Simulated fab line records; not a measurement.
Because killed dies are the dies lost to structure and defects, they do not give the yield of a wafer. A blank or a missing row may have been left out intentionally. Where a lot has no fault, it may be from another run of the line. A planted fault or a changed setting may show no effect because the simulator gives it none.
fab line records	flow gf180mcu
[record] lots = 13	wafers = 39	lastDay = 34
route steps=602 shown VT_IMPLANT@103 HV_LDD@183
lots that met no fault: from a run of the same line without faults
startH: hours from the record's opening day to when the first of the lot's shown wafers began	waitH: hours from the lot's prior step to this one	" unchanged from the row above	L1.1+2: a row that stands for several wafers	- no value, or no start was given	* or withheld: withheld	< > ~ a bound
route shown NAME@n: a module of which the file shows steps, and the number in the route of the first	usual: average and standard deviation across the fault-free wafers	same: alike in all rows	chamber/n: place in a boat	sites: readings site by site	_std_site: standard deviation of those values	_edge_site: the outer-site mean with the inner-site mean subtracted	radiusMm: for every site, how far away it sits from the centre of the wafer	mask NAME#n: copy n	behind: the tool/chamber that last shaped the wafer	hold: why the lot was held/for how many hours/how that ended	device: whichever transistor did not switch (one of n, p or np)	end of line: the route-end tests of the same wafers	for a step that has no rows: nothing shown but its recipe	killed: dies that structure and defects cost at the first sort, which is not the same as the wafer's yield	map: the dies of a wafer, with x for killed, . for not killed, _ for no die there
set.NAME: the setting that was run; set.NAME@STEP: the one run at that earlier step	model.NAME: the simulator's own value behind a step, which no gauge read
a sample of lots followed through the steps of the route, with each step as a table and each wafer as a row
services: the hour from which a tool's chamber was out of use, counted from the record's first day as startH (under 0 if before that day), plus the number of hours and why
[[steps]]
[step GF_VT_IMPLANT_COAT_13]
[recipe] resist = NOVOLAK	spinRpm = 3000	resistThkNm = 1000
lot.wafer	tool	chamber	startH	waitH
L936.2+4+5	lithoTrack-04	0	119.58	0.1
L937.2+4+5	lithoTrack-02	0	125.58	0.1
L938.1+4+5	lithoTrack-02	0	131.75	0.1
L939.1+3+4	lithoTrack-02	0	138.50	0.1
L940.3+4+5	lithoTrack-04	0	144.16	0.1
L941.2+3+6	lithoTrack-01	0	149.49	0.1
L945.1+4+5	lithoTrack-02	0	173.35	0.1
L947.1+2+3	lithoTrack-02	0	185.25	0.1
L950.1+2+4	lithoTrack-04	0	203.31	0.1
L951.1+2+4	lithoTrack-01	0	209.16	0.1
L952.1+2+6	lithoTrack-01	0	217.71	0.1
L953.2+3+5	lithoTrack-01	0	225.93	0.1
L958.2+3+6	lithoTrack-04	0	254.93	0.1
[step GF_VT_IMPLANT_STRIP_20]
[recipe] chemistry = O2/N2	powerW = 1400	pressureMtorr = 1500	platenTempC = 250	o2FlowSccm = 3000	n2FlowSccm = 300	overashFraction = 0.5
[usual] drypumpMotorCurrentA = 5.9/0.55	heaterPowerW = 361/47	oesProductAu = 0.716/0.004	stripTimeToEndpointS = 12.62/0.038
lot.wafer	tool	chamber	startH	waitH	drypumpMotorCurrentA	heaterPowerW	oesProductAu	rfHoursCounterH	stripTimeToEndpointS
L936.2	plasmaAsher-01	1	127.54	0.1	5.9	347	0.714	47	12.65
L936.4	"	0	"	"	5.6	359	0.717	-	12.67
L936.5	"	1	"	"	5.9	343	0.718	-	12.66
L937.2	plasmaAsher-01	0	133.00	0.1	5.6	355	0.716	47	12.58
L937.4	"	0	"	"	5.6	371	0.711	-	12.60
L937.5	"	0	"	"	5.6	355	0.713	-	12.62
L938.1	plasmaAsher-04	0	139.59	0.1	6.1	319	0.715	35	12.60
L938.4	"	0	"	"	6.1	318	0.714	-	12.61
L938.5	"	1	"	"	6.7	432	0.710	-	12.60
L939.1	plasmaAsher-04	1	146.70	0.1	6.6	432	0.723	36	12.63
L939.3	"	1	"	"	6.6	432	0.716	-	12.61
L939.4	"	0	"	"	6.1	313	0.720	-	12.65
L940.3	plasmaAsher-03	1	152.13	0.1	4.9	289	0.718	-	12.65
L940.4	"	0	"	"	6.2	407	0.723	-	12.62
L940.5	"	1	"	"	4.9	299	0.714	-	12.66
L941.2	plasmaAsher-03	1	157.55	0.1	4.9	305	0.712	55	12.61
L941.3	"	1	"	"	4.9	302	0.712	-	12.62
L941.6	"	0	"	"	6.2	417	0.714	-	12.64
L945.1	plasmaAsher-04	1	181.59	0.1	6.6	431	0.711	38	12.23
L945.4	"	0	"	"	6.1	316	0.707	-	12.21
L945.5	"	0	"	"	6.1	307	0.720	-	12.22
L947.1	plasmaAsher-04	1	193.55	0.1	6.6	427	0.722	40	12.18
L947.2	"	0	"	"	6.1	315	0.717	40	12.21
L947.3	"	0	"	"	6.1	307	0.717	-	12.20
L950.1	plasmaAsher-04	0	212.65	0.1	6.1	312	0.715	42	12.66
L950.2	"	1	"	"	6.6	431	0.707	42	12.63
L950.4	"	1	"	"	6.6	430	0.711	-	12.66
L951.1	plasmaAsher-01	1	218.79	0.1	5.9	356	0.720	53	12.65
L951.2	"	0	"	"	5.6	359	0.718	53	12.62
L951.4	"	1	"	"	5.9	342	0.716	-	12.64
L952.1	plasmaAsher-01	0	227.09	0.1	5.6	357	0.720	54	12.60
L952.2	"	1	"	"	5.9	350	0.717	54	12.59
L952.6	"	0	"	"	5.6	364	0.715	-	12.58
L953.2	plasmaAsher-04	0	235.64	0.1	6.1	311	0.719	44	12.62
L953.3	"	0	"	"	6.1	317	0.715	-	12.60
L953.5	"	1	"	"	6.7	426	0.717	-	12.57
L958.2	plasmaAsher-03	1	265.14	0.1	4.9	300	0.713	68	12.70
L958.3	"	0	"	"	6.2	402	0.711	-	12.69
L958.6	"	0	"	"	6.2	407	0.714	-	12.69
[step GF_HV_LDD_CD_MEAS_07]
[recipe] targetCdNm = 400
[usual] cdNm = 400.5/2.2
lot.wafer	tool	chamber	startH	waitH	cdNm
L936.2	cdSem-02	-	218.13	0.1	397.8
L936.4	"	-	"	"	398.7
L936.5	"	-	"	"	397.5
L937.2	cdSem-01	-	225.63	0.1	401.4
L937.4	"	-	"	"	402.7
L937.5	"	-	"	"	403.3
L938.1	cdSem-02	-	230.66	0.1	404.6
L938.4	"	-	"	"	403.7
L938.5	"	-	"	"	403.9
L939.1	cdSem-01	-	238.76	0.1	396.4
L939.3	"	-	"	"	398.1
L939.4	"	-	"	"	400.0
L940.3	cdSem-02	-	246.65	0.1	400.5
L940.4	"	-	"	"	398.9
L940.5	"	-	"	"	399.8
L941.2	cdSem-01	-	254.18	0.1	399.1
L941.3	"	-	"	"	399.8
L941.6	"	-	"	"	399.7
L945.1	cdSem-01	-	279.85	0.1	402.0
L945.4	"	-	"	"	403.1
L945.5	"	-	"	"	401.0
L947.1	cdSem-02	-	294.50	0.1	399.0
L947.2	"	-	"	"	402.5
L947.3	"	-	"	"	401.9
L950.1	cdSem-01	-	316.65	0.1	397.3
L950.2	"	-	"	"	398.6
L950.4	"	-	"	"	398.7
L951.1	cdSem-02	-	324.51	0.1	403.2
L951.2	"	-	"	"	403.7
L951.4	"	-	"	"	402.3
L952.1	cdSem-02	-	335.55	0.1	399.3
L952.2	"	-	"	"	400.0
L952.6	"	-	"	"	400.7
L953.2	cdSem-02	-	344.98	0.1	400.1
L953.3	"	-	"	"	399.2
L953.5	"	-	"	"	401.4
L958.2	cdSem-01	-	378.13	0.1	400.7
L958.3	"	-	"	"	400.4
L958.6	"	-	"	"	400.7
[step GF_HV_LDD_CD_MEAS_31]
[recipe] targetCdNm = 400
[usual] cdNm = 399.6/2.1
lot.wafer	tool	chamber	startH	waitH	cdNm
L936.2	cdSem-01	-	256.23	0.1	399.9
L936.4	"	-	"	"	397.1
L936.5	"	-	"	"	397.9
L937.2	cdSem-02	-	262.53	0.1	401.3
L937.4	"	-	"	"	400.0
L937.5	"	-	"	"	401.8
L938.1	cdSem-02	-	268.66	0.1	399.3
L938.4	"	-	"	"	403.4
L938.5	"	-	"	"	402.9
L939.1	cdSem-02	-	277.06	0.1	399.3
L939.3	"	-	"	"	397.9
L939.4	"	-	"	"	403.0
L940.3	cdSem-02	-	285.90	0.1	399.7
L940.4	"	-	"	"	400.0
L940.5	"	-	"	"	400.2
L941.2	cdSem-02	-	293.58	0.1	401.3
L941.3	"	-	"	"	401.1
L941.6	"	-	"	"	402.1
L945.1	cdSem-01	-	320.86	0.1	398.4
L945.4	"	-	"	"	398.3
L945.5	"	-	"	"	398.0
L947.1	cdSem-01	-	336.71	0.1	398.0
L947.2	"	-	"	"	397.5
L947.3	"	-	"	"	398.5
L950.1	cdSem-01	-	360.61	0.1	396.8
L950.2	"	-	"	"	394.0
L950.4	"	-	"	"	397.5
L951.1	cdSem-01	-	369.35	0.1	397.8
L951.2	"	-	"	"	399.4
L951.4	"	-	"	"	399.4
L952.1	cdSem-01	-	380.61	0.1	398.5
L952.2	"	-	"	"	400.0
L952.6	"	-	"	"	401.3
L953.2	cdSem-02	-	390.28	0.1	399.7
L953.3	"	-	"	"	400.3
L953.5	"	-	"	"	400.9
L958.2	cdSem-02	-	425.28	0.1	399.3
L958.3	"	-	"	"	401.5
L958.6	"	-	"	"	401.0
[step GF_HV_LDD_STRIP_49]
[recipe] chemistry = O2/N2	powerW = 1400	pressureMtorr = 1500	platenTempC = 250	o2FlowSccm = 3000	n2FlowSccm = 300	overashFraction = 0.5
[usual] drypumpMotorCurrentA = 5.8/0.39	heaterPowerW = 351/40	oesProductAu = 0.716/0.0046	stripTimeToEndpointS = 12.62/0.033
lot.wafer	tool	chamber	startH	waitH	drypumpMotorCurrentA	heaterPowerW	oesProductAu	rfHoursCounterH	stripTimeToEndpointS
L936.2	plasmaAsher-01	1	276.71	0.1	5.9	348	0.710	60	12.60
L936.4	"	1	"	"	5.9	351	0.719	-	12.60
L936.5	"	0	"	"	5.6	361	0.710	-	12.58
L937.2	plasmaAsher-01	1	282.31	0.1	5.9	346	0.718	60	12.60
L937.4	"	0	"	"	5.6	362	0.723	-	12.67
L937.5	"	1	"	"	5.9	343	0.718	-	12.63
L938.1	plasmaAsher-02	1	289.26	0.1	5.5	405	0.711	19	12.65
L938.4	"	0	"	"	6.3	286	0.721	-	12.64
L938.5	"	0	"	"	6.3	284	0.716	-	12.64
L939.1	plasmaAsher-01	1	297.95	0.1	6.0	349	0.721	62	12.69
L939.3	"	0	"	"	5.6	367	0.711	-	12.69
L939.4	"	1	"	"	5.9	359	0.715	-	12.70
L940.3	plasmaAsher-02	1	307.20	0.1	5.5	395	0.723	-	12.64
L940.4	"	0	"	"	6.4	284	0.709	-	12.64
L940.5	"	1	"	"	5.5	403	0.714	-	12.66
L941.2	plasmaAsher-01	0	315.11	0.1	5.6	368	0.717	64	12.65
L941.3	"	1	"	"	5.9	342	0.715	-	12.65
L941.6	"	0	"	"	5.6	357	0.717	-	12.70
L945.1	plasmaAsher-02	1	343.46	0.1	5.5	401	0.712	24	12.62
L945.4	"	0	"	"	6.4	277	0.712	-	12.62
L945.5	"	0	"	"	6.4	281	0.712	-	12.60
L947.1	plasmaAsher-01	1	359.31	0.1	5.9	351	0.719	68	12.67
L947.2	"	0	"	"	5.6	356	0.718	68	12.65
L947.3	"	1	"	"	5.9	339	0.718	-	12.67
L950.1	plasmaAsher-01	0	384.20	0.1	5.6	362	0.718	71	12.61
L950.2	"	1	"	"	5.9	341	0.723	71	12.67
L950.4	"	0	"	"	5.6	351	0.715	-	12.63
L951.1	plasmaAsher-01	1	393.21	0.1	5.9	353	0.712	72	12.63
L951.2	"	0	"	"	5.6	362	0.716	72	12.63
L951.4	"	0	"	"	5.6	367	0.713	-	12.66
L952.1	plasmaAsher-01	0	405.25	0.1	5.6	365	0.723	73	12.61
L952.2	"	1	"	"	5.9	359	0.714	73	12.57
L952.6	"	1	"	"	5.9	349	0.718	-	12.63
L953.2	plasmaAsher-01	1	414.40	0.1	5.9	346	0.718	74	12.60
L953.3	"	0	"	"	5.6	354	0.719	-	12.57
L953.5	"	1	"	"	5.9	351	0.718	-	12.56
L958.2	plasmaAsher-02	0	450.76	0.1	6.3	287	0.719	36	12.65
L958.3	"	1	"	"	5.5	394	0.710	-	12.64
L958.6	"	1	"	"	5.5	400	0.726	-	12.63
[[services]]
tool	chamber	startH	hours	kind
plasmaAsher-02	-	108.75	9.0	pm
plasmaAsher-02	0	108.75	9.0	ventCycle
plasmaAsher-02	1	108.75	9.0	ventCycle
plasmaAsher-02	0	117.75	-	clean
plasmaAsher-02	1	117.75	-	clean
plasmaAsher-01	-	136.60	28.4	pm
plasmaAsher-04	-	150.05	14.6	pm
plasmaAsher-04	-	262.47	8.9	pm
plasmaAsher-03	-	386.89	0.8	repair
plasmaAsher-01	-	421.25	9.0	pm
plasmaAsher-01	0	421.25	9.0	ventCycle
plasmaAsher-01	1	421.25	9.0	ventCycle
plasmaAsher-01	0	430.25	-	clean
plasmaAsher-01	1	430.25	-	clean
plasmaAsher-01	-	431.96	9.9	repair
[[key]]
[firstSign] step = GF_VT_IMPLANT_STRIP_20	reading = stripTimeToEndpointS	direction = down	sigmas = 11	usual = *	struck = *
effect none on later readings
metAt GF_VT_IMPLANT_COAT_13
struckLots L945,L947
testerLeftOut L945,L947
notActingAt GF_HV_LDD_CD_MEAS_07,GF_HV_LDD_CD_MEAS_31,GF_HV_LDD_STRIP_49
onsetBetween 138.50 173.35
[fault] kind = processParameterDrift	tool = lithoTrack-02	chamber = -	onsetH = 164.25	steps = GF_VT_IMPLANT_COAT_13	channel = resistThkNm	offset = *	shape = step	endH = 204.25	actsIn = *	stated = *
// testerLeftOut: of these lots the tester's yield and bins aren't shown, on N5 and GAA mostly nor the transistor test; their killed dies are dies lost to structure and defects alone, not to doping, threshold or leakage, so they don't give the yield
